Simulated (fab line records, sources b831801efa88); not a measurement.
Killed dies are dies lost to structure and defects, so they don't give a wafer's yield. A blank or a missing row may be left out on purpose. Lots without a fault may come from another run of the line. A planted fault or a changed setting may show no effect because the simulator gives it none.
fab line records | flow sky130 | part 2 of 2: steps 28 to 37 of 37
record lots=5 wafers=15 last_day=50
route steps=708 shown METAL4@624 VIA4@639
lots that met no fault: from a run of the same line without faults
start_h: hours from the record's first day to the start of the lot's first wafer shown | wait_h: hours since the lot's step before | " the same as in the row above | L1.1+2: a row that stands for several wafers | - no value, or no start given | * or withheld: withheld | < > ~ a bound
route shown NAME@n: a module of which the file shows steps, and the number in the route of the first | usual: mean/standard deviation of fault-free wafers | same: alike in all rows | chamber/n: place in a boat | sites: the reading at each site | _std_site: their standard deviation | _edge_site: outer sites' mean less inner sites' | radius_mm: how far each site lies from the wafer's centre | mask NAME#n: copy n | behind: the tool/chamber that last shaped the wafer | hold: why the lot was held/for how many hours/how that ended | device: the transistor (n, p or np) that didn't switch | end of line: the same wafers' tests at the end of the route | a step without rows: its recipe alone | killed: dies lost to structure and defects at the first sort, not the wafer's yield | map: a wafer's dies, x killed, . not, _ none there
set.NAME: the setting as run; set.NAME@STEP: as run at that earlier step | model.NAME: the simulator's own value behind a step, which no gauge read
lots at some steps of the route; a table a step, a row a wafer
services: from which hour (start_h, from the record's first day; less than 0 if before it) a tool's chamber was out of use, for how many hours, and why
## steps
# step SKY_VIA4_ETCH_12
# recipe target=SiO2 chemistry=C4F8/O2/Ar stop_on=TiN mask_material=NOVOLAK source_w=1500 bias_w=1200 pressure_mtorr=40 c4f8_flow_sccm=withheld O2_flow_sccm=6 Ar_flow_sccm=300 time_s=withheld target_depth_a=5800
# usual bias_w=1200/3.6 oes_product_au=0.926/0.0044
# columns lot.wafer tool chamber start_h wait_h bias_w oes_product_au
L077.1 rie_diel-03 2 1045.13 0.0 1203 0.922
L077.3 " 3 " " 1209 0.924
L077.4 " 0 " " 1197 0.927
L081.2 rie_diel-02 0 1073.49 0.0 1208 0.925
L081.4 " 2 " " 1201 0.925
L081.5 " 3 " " 1201 0.925
L090.1 rie_diel-04 1 1112.04 0.0 1194 0.921
L090.3 " 0 " " 1200 0.917
L090.6 " 3 " " 1204 0.927
L092.2 rie_diel-03 1 1119.24 0.0 1198 0.923
L092.3 " 0 " " 1204 0.925
L092.6 " 1 " " 1199 0.924
L095.2 rie_diel-02 0 1138.18 0.0 1203 0.922
L095.4 " 3 " " 1195 0.925
L095.6 " 0 " " 1201 0.925
# step SKY_VIA4_STRIP_13
# recipe chemistry=O2/N2 power_w=1400 pressure_mtorr=1500 platen_temp_c=withheld o2_flow_sccm=3000 n2_flow_sccm=300 overash_fraction=0.5
# usual drypump_motor_current_A=5.7/0.51 o2_flow_sccm=3001/9.8 oes_product_au=0.710/0.0047 strip_time_to_endpoint_s=12.808/0.027
# columns lot.wafer tool chamber start_h wait_h drypump_motor_current_A o2_flow_sccm oes_product_au rf_hours_counter_h strip_time_to_endpoint_s
L077.1 plasma_asher-02 1 1045.21 - 5.9 2999 0.702 87 12.825
L077.3 " 1 " " 5.9 3005 0.708 - 12.810
L077.4 " 0 " " 4.8 2984 0.713 - 12.779
L081.2 plasma_asher-01 0 1073.56 - 5.2 3013 0.715 64 12.785
L081.4 " 0 " " 5.3 3024 0.712 - 12.781
L081.5 " 1 " " 6.2 2984 0.715 - 12.816
L090.1 plasma_asher-03 1 1112.11 - 5.6 2996 0.712 4 12.776
L090.3 " 1 " " 5.6 2996 0.710 - 12.768
L090.6 " 1 " " 5.6 2998 0.706 - 12.783
L092.2 plasma_asher-01 0 1119.31 - 5.3 3004 0.708 69 12.862
L092.3 " 1 " " 6.2 3002 0.712 - 12.850
L092.6 " 0 " " 5.2 2997 0.714 - 12.840
L095.2 plasma_asher-03 1 1138.26 - 5.6 3002 0.711 6 12.825
L095.4 " 1 " " 5.6 2998 0.717 - 12.833
L095.6 " 1 " " 5.6 3005 0.709 - 12.812
# step SKY_VIA4_STRIP_14
# recipe chemistry=post_etch_residue_remover time_s=1200 temp_c=72.5
# columns lot.wafer tool chamber start_h wait_h
L077.1+3+4 wet_bench-02 0 1045.31 0.1
L081.2+4+5 wet_bench-01 3 1073.66 0.1
L090.1+3+6 wet_bench-01 1 1112.21 0.1
L092.2+3+6 wet_bench-01 2 1119.41 0.1
L095.2+4+6 wet_bench-04 0 1138.36 0.1
# step SKY_VIA4_CLEAN_15
# recipe chemistry=IPA time_s=180 temp_c=25
# columns lot.wafer tool chamber start_h wait_h
L077.1+3+4 wet_bench-04 0 1045.65 0.0
L081.2+4+5 wet_bench-02 1 1074.34 0.0
L090.1+3+6 wet_bench-04 0 1112.62 0.1
L092.2+3+6 wet_bench-02 1 1119.75 0.0
L095.2+4+6 wet_bench-01 1 1138.73 0.0
# step SKY_VIA4_CLEAN_16
# recipe chemistry=O3/DIW dry=n2_spin
# columns lot.wafer tool chamber start_h wait_h
L077.1+3+4 wet_bench-02 3 1045.71 0.0
L081.2+4+5 wet_bench-01 3 1074.40 0.0
L090.1+3+6 wet_bench-02 2 1112.82 0.1
L092.2+3+6 wet_bench-01 1 1119.81 0.0
L095.2+4+6 wet_bench-04 3 1138.79 0.0
# step SKY_VIA4_SPUTTER_17
# recipe material=TiN target_thk_nm=20 chamber_pressure_pa=5 power_w=4000 time_s=80
# usual throttle_valve_pct=29.9/0.68
# columns lot.wafer tool chamber start_h wait_h throttle_valve_pct
L077.1 pvd_sputter-01 - 1045.81 0.0 28.6
L077.3 " - " " 30.0
L077.4 " - " " 29.2
L081.2 pvd_sputter-01 - 1074.59 0.0 30.1
L081.4 " - " " 29.8
L081.5 " - " " 30.2
L090.1 pvd_sputter-01 - 1112.91 0.0 29.9
L090.3 " - " " 29.9
L090.6 " - " " 28.8
L092.2 pvd_sputter-03 - 1119.90 0.0 30.8
L092.3 " - " " 29.0
L092.6 " - " " 30.1
L095.2 pvd_sputter-03 - 1138.89 0.0 30.2
L095.4 " - " " 30.5
L095.6 " - " " 29.1
# step SKY_VIA4_CVD_18
# recipe material=W target_thk_nm=505 time_s=152.14 temp_c=400 pressure_torr=40
# usual heater_power_w=866/56
# columns lot.wafer tool chamber start_h wait_h heater_power_w since_wet_clean_h
L077.1 cvd_w-02 1 1045.87 0.0 869 642
L077.3 " 1 " " 897 -
L077.4 " 0 " " 913 -
L081.2 cvd_w-01 1 1074.65 0.0 823 157
L081.4 " 1 " " 847 -
L081.5 " 0 " " 771 -
L090.1 cvd_w-02 1 1112.97 0.0 898 709
L090.3 " 0 " " 927 -
L090.6 " 0 " " 916 -
L092.2 cvd_w-01 0 1119.96 0.0 782 202
L092.3 " 1 " " 849 -
L092.6 " 1 " " 827 -
L095.2 cvd_w-01 0 1138.95 0.0 792 221
L095.4 " 0 " " 786 -
L095.6 " 0 " " 770 -
# step SKY_VIA4_RS_MEAS_19
# recipe thk_meas_gauge=four-point-probe reads=W_of_VIA4_CVD_18+TiN_of_VIA4_SPUTTER_17
# usual VIA4_W_RS=0.2251/0.0026
# columns lot.wafer tool chamber start_h wait_h VIA4_W_RS[ohm/sq]
L077.1 film_metro-04 - 1046.02 0.1 0.2294
L077.3 " - " " 0.2287
L077.4 " - " " 0.2279
L081.2 film_metro-04 - 1074.82 0.1 0.2210
L081.4 " - " " 0.2230
L081.5 " - " " 0.2235
L090.1 film_metro-01 - 1113.13 0.1 0.2249
L090.3 " - " " 0.2208
L090.6 " - " " 0.2215
L092.2 film_metro-04 - 1120.13 0.1 0.2298
L092.3 " - " " 0.2294
L092.6 " - " " 0.2260
L095.2 film_metro-03 - 1139.12 0.1 0.2261
L095.4 " - " " 0.2253
L095.6 " - " " 0.2269
# step SKY_VIA4_THK_MEAS_20
# recipe thk_meas_gauge=xrf reads=W_of_VIA4_CVD_18
# usual VIA4_W_THK=528/7
# columns lot.wafer tool chamber start_h wait_h VIA4_W_THK[nm]
L077.1 film_metro-04 - 1046.14 0.1 514
L077.3 " - " " 519
L077.4 " - " " 519
L081.2 film_metro-04 - 1074.93 0.1 537
L081.4 " - " " 539
L081.5 " - " " 534
L090.1 film_metro-01 - 1113.25 0.1 528
L090.3 " - " " 540
L090.6 " - " " 538
L092.2 film_metro-04 - 1120.24 0.1 522
L092.3 " - " " 520
L092.6 " - " " 530
L095.2 film_metro-03 - 1139.23 0.1 524
L095.4 " - " " 527
L095.6 " - " " 528
# step SKY_VIA4_CMP_21
# recipe stop_on=SiO2 t_overpolish_s=25 down_force_psi=3.5 platen_rpm=60 target_thk_nm=0 pad_velocity_m_s=0.94248
# usual motor_current_A=10.6/1.7 overpolish_run_s=25.000/0.0082 time_to_endpoint_s=126/3.9
# same t_overpolish_s=25
# columns lot.wafer tool chamber start_h wait_h motor_current_A overpolish_run_s time_to_endpoint_s
L077.3 cmp-01 2 1046.20 0.0 11.7 25.002 125
L077.1 " 0 " " 8.4 24.991 125
L077.4 " 1 " " 11.7 24.996 125
L081.4 cmp-01 3 1074.98 0.0 9.8 24.995 125
L081.2 " 2 " " 11.7 24.992 130
L081.5 " 3 " " 9.5 25.012 130
L090.1 cmp-01 1 1113.56 0.3 12.2 25.005 124
L090.3 " 2 " " 11.3 25.017 131
L090.6 " 1 " " 12.3 25.001 126
L092.3 cmp-02 2 1120.29 0.0 13.7 24.994 123
L092.2 " 3 " " 11.5 24.986 125
L092.6 " 3 " " 11.4 25.014 126
L095.2 cmp-01 3 1139.38 0.1 9.4 24.995 129
L095.4 " 0 " " 7.6 24.994 130
L095.6 " 1 " " 11.9 24.996 126
## services
# columns tool chamber start_h hours kind
rie_diel-02 1 988.83 3.3 repair
pvd_sputter-01 - 989.38 2.5 repair
rie_diel-01 0 1019.76 6.4 repair
cmp-01 - 1025.01 7.0 pm
krf_scanner-01 - 1030.56 1.0 pm
rie_metal-04 1 1034.79 9.1 repair
cmp-01 - 1044.48 0.9 repair
rie_diel-01 0 1045.40 2.2 repair
cvd_w-01 - 1046.47 6.9 pm
rie_metal-02 0 1050.36 7.2 repair
pvd_sputter-01 - 1050.80 14.9 repair
iline_stepper-01 - 1059.41 3.4 repair
rie_diel-01 3 1061.44 2.4 repair
iline_stepper-01 - 1064.86 1.7 pm
iline_stepper-01 - 1073.37 4.4 pm
rie_diel-01 - 1075.21 5.2 repair
rie_diel-02 - 1082.27 0.4 repair
rie_diel-02 1 1095.21 6.2 repair
iline_stepper-01 - 1095.32 8.4 repair
wet_bench-01 - 1097.97 2.3 repair
rie_metal-02 1 1102.33 3.0 repair
cmp-01 - 1103.11 2.6 repair
rie_diel-02 - 1106.01 0.6 repair
wet_bench-03 - 1114.22 4.3 repair
